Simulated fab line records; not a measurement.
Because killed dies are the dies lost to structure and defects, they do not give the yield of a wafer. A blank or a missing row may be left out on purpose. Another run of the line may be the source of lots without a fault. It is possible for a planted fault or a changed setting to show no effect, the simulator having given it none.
Matching of chambers | flow gf180mcu | cmp-02 running GF_V5_CMP_26: 4 sister chambers
The step polishes, stops on SiO2, t overpolish 15 s, target thk 0 nm. 8 wafers are shown with their chamber, then 9 later ones without.

## WAFERS WITH THEIR CHAMBER
wafer  | chamber | motor-current-A (A) | time-to-endpoint-s (s)
L636.5 | 2       | 9.9                 | 82
L641.5 | 0       | 10.8                | 93
L641.6 | 3       | 12.5                | 87
L645.1 | 3       | 13.1                | 84
L645.6 | 2       | 10.1                | 81
L646.3 | 1       | 10.2                | 92
L646.5 | 0       | 11.0                | 93
L646.6 | 1       | 9.8                 | 91

## WAFERS WHOSE CHAMBER IS MISSING
wafer  | motor-current-A (A) | time-to-endpoint-s (s)
L654.2 | 10.0                | 86
L654.5 | 11.0                | 88
L654.6 | 9.5                 | 93
L656.2 | 12.8                | 83
L656.3 | 10.9                | 86
L656.6 | 10.3                | 79
L658.1 | 10.3                | 87
L658.4 | 9.7                 | 82
L658.6 | 9.9                 | 80

## THE CHAMBER EACH PASSED THROUGH
wafer  | from the rows above               | in truth
L654.2 | can't be placed: 2 or 1           | 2
L654.5 | can't be placed: 0 or 1           | 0
L654.6 | 1                                 | 1
L656.2 | 3                                 | 3
L656.3 | can't be placed: 2 or 1 or 0 or 3 | 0
L656.6 | 2                                 | 2
L658.1 | can't be placed: 1 or 2 or 0      | 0
L658.4 | 2                                 | 2
L658.6 | 2                                 | 2
Correctly placed: 5 of 9. Unplaceable from these rows: 4, with the true chamber sitting among the candidates in 4. Placed wrongly: 0.
How it was worked out, from the rows above alone: a wafer's distance from a chamber is the root of the sum, over the readings, of the square of ((its reading less the chamber's mean) divided by the reading's scatter). The wafer belongs to the nearest chamber; if the next one is less than 2 further off, it can't be placed. The mean given for a chamber averages the wafers shown for that chamber. The scatter: the root of (the sum of the squares of (reading less its chamber's mean) over the shown wafers, divided by (wafers less chambers)).
